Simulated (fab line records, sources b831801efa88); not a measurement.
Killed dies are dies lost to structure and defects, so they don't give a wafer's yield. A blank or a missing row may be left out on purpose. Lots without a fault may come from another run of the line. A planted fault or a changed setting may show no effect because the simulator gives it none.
fab line records | flow sky130
record lots=14 wafers=42 last_day=50
route steps=708 shown LDD_HVP@286
lots that met no fault: from a run of the same line without faults
start_h: hours from the record's first day to the start of the lot's first wafer shown | wait_h: hours since the lot's step before | " the same as in the row above | L1.1+2: a row that stands for several wafers | - no value, or no start given | * or withheld: withheld | < > ~ a bound
route shown NAME@n: a module of which the file shows steps, and the number in the route of the first | usual: mean/standard deviation of fault-free wafers | same: alike in all rows | chamber/n: place in a boat | sites: the reading at each site | _std_site: their standard deviation | _edge_site: outer sites' mean less inner sites' | radius_mm: how far each site lies from the wafer's centre | mask NAME#n: copy n | behind: the tool/chamber that last shaped the wafer | hold: why the lot was held/for how many hours/how that ended | device: the transistor (n, p or np) that didn't switch | end of line: the same wafers' tests at the end of the route | a step without rows: its recipe alone | killed: dies lost to structure and defects at the first sort, not the wafer's yield | map: a wafer's dies, x killed, . not, _ none there
set.NAME: the setting as run; set.NAME@STEP: as run at that earlier step | model.NAME: the simulator's own value behind a step, which no gauge read
steps of the route over a sample of lots; a table a step, a row a wafer
services: from which hour (start_h, from the record's first day; less than 0 if before it) a tool's chamber was out of use, for how many hours, and why
## steps
# step SKY_LDD_HVP_IMPLANT_08
# recipe species=B energy_kev=20 dose_cm2=1.725e+13 tilt_deg=17.9
# usual beam_energy_keV=20.000/0.0072 dose_ions_cm2=1.7251e+13/1.9e+10
# columns lot.wafer tool chamber start_h wait_h beam_energy_keV dose_ions_cm2
L264.1 implanter-01 0 497.42 0.0 20.003 1.7236e+13
L264.3 " 0 " " 20.009 1.7229e+13
L264.6 " 0 " " 20.002 1.7226e+13
L265.2 implanter-01 0 508.39 0.0 20.009 1.7258e+13
L265.3 " 0 " " 19.997 1.7216e+13
L265.4 " 0 " " 20.003 1.7251e+13
L266.1 implanter-01 0 516.22 0.0 19.992 1.724e+13
L266.2 " 0 " " 19.981 1.7251e+13
L266.3 " 0 " " 19.985 1.7288e+13
L268.3 implanter-01 0 529.32 0.1 20.005 1.7238e+13
L268.4 " 0 " " 20.009 1.7247e+13
L268.6 " 0 " " 20.005 1.7246e+13
L270.3 implanter-03 0 545.86 0.1 20.005 1.7259e+13
L270.4 " 0 " " 20.005 1.7265e+13
L270.5 " 0 " " 20.009 1.7253e+13
L271.3 implanter-01 0 576.32 0.1 19.990 1.7212e+13
L271.5 " 0 " " 20.001 1.7238e+13
L271.6 " 0 " " 20.000 1.7225e+13
L275.3 implanter-03 0 588.51 0.1 17.169 1.7266e+13
L275.4 " 0 " " 17.157 1.7233e+13
L275.5 " 0 " " 17.164 1.7211e+13
L274.3 implanter-01 0 592.27 0.1 19.999 1.7253e+13
L274.5 " 0 " " 19.996 1.7265e+13
L274.6 " 0 " " 19.994 1.726e+13
L276.4 implanter-03 0 597.15 0.1 17.169 1.7259e+13
L276.5 " 0 " " 17.166 1.7283e+13
L276.6 " 0 " " 17.162 1.724e+13
L277.3 implanter-04 0 605.12 0.1 19.995 1.726e+13
L277.5 " 0 " " 20.000 1.7245e+13
L277.6 " 0 " " 20.001 1.727e+13
L283.1 implanter-01 0 655.52 0.0 20.006 1.7236e+13
L283.2 " 0 " " 20.007 1.7239e+13
L283.6 " 0 " " 20.005 1.7253e+13
L285.3 implanter-03 0 670.06 0.1 20.006 1.7235e+13
L285.4 " 0 " " 20.000 1.7235e+13
L285.6 " 0 " " 20.005 1.7247e+13
L286.2 implanter-03 0 686.40 0.0 19.999 1.7276e+13
L286.3 " 0 " " 19.996 1.7215e+13
L286.5 " 0 " " 19.988 1.7271e+13
L287.1 implanter-01 0 689.66 0.0 19.999 1.728e+13
L287.2 " 0 " " 19.991 1.7257e+13
L287.3 " 0 " " 19.997 1.7282e+13
# step SKY_LDD_HVP_TW_MEAS_10
# usual LDD_HVP_TW=461.6/2.9
# columns lot.wafer tool chamber start_h wait_h LDD_HVP_TW
L264.1 film_metro-04 - 497.67 0.1 463.6
L264.3 " - " " 462.5
L264.6 " - " " 460.9
L265.2 film_metro-01 - 508.63 0.1 459.9
L265.3 " - " " 457.7
L265.4 " - " " 457.3
L266.1 film_metro-03 - 516.47 0.1 458.6
L266.2 " - " " 458.2
L266.3 " - " " 458.3
L268.3 film_metro-04 - 529.54 0.1 460.4
L268.4 " - " " 458.9
L268.6 " - " " 461.1
L270.3 film_metro-01 - 546.08 0.1 460.0
L270.4 " - " " 462.5
L270.5 " - " " 463.3
L271.3 film_metro-04 - 576.54 0.1 466.6
L271.5 " - " " 464.8
L271.6 " - " " 464.8
L275.3 film_metro-01 - 588.73 0.1 445.4
L275.4 " - " " 446.3
L275.5 " - " " 448.1
L274.3 film_metro-04 - 592.49 0.1 464.9
L274.5 " - " " 464.2
L274.6 " - " " 464.6
L276.4 film_metro-01 - 597.35 0.1 445.1
L276.5 " - " " 443.0
L276.6 " - " " 443.4
L277.3 film_metro-03 - 605.34 0.1 456.8
L277.5 " - " " 456.6
L277.6 " - " " 457.2
L283.1 film_metro-03 - 655.77 0.1 460.7
L283.2 " - " " 464.3
L283.6 " - " " 460.0
L285.3 film_metro-04 - 670.28 0.1 464.0
L285.4 " - " " 466.4
L285.6 " - " " 464.2
L286.2 film_metro-04 - 686.63 0.1 463.4
L286.3 " - " " 464.4
L286.5 " - " " 464.0
L287.1 film_metro-04 - 689.91 0.1 461.8
L287.2 " - " " 465.6
L287.3 " - " " 463.1
## services
# columns tool chamber start_h hours kind
implanter-03 - 479.74 6.4 pm
implanter-01 - 485.16 9.9 pm
implanter-03 - 518.11 3.1 repair
implanter-03 - 601.23 0.6 repair
implanter-03 - 603.69 23.2 pm
implanter-01 - 622.01 5.2 repair
implanter-04 - 627.07 92.0 pm
implanter-03 - 668.46 1.4 pm
implanter-03 - 679.77 2.8 pm
## key
first_sign step=SKY_LDD_HVP_IMPLANT_08 reading=beam_energy_keV direction=down sigmas=99+ usual=* struck=*
effect step=SKY_LDD_HVP_TW_MEAS_10 reading=LDD_HVP_TW direction=down sigmas=5.6 usual=461.6 struck=445.2
met_at SKY_LDD_HVP_IMPLANT_08
struck_lots L275,L276
tester_left_out L275,L276
onset_between 545.86 588.51
fault kind=process_parameter_drift tool=implanter-03 chamber=- onset_h=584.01 steps=SKY_LDD_HVP_IMPLANT_08 channel=energy_kev offset=* shape=step end_h=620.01 acts_in=* stated=*
# tester_left_out: of these lots the tester's yield and bins aren't shown, on N5 and GAA mostly nor the transistor test; their killed dies are dies lost to structure and defects alone, not to doping, threshold or leakage, so they don't give the yield
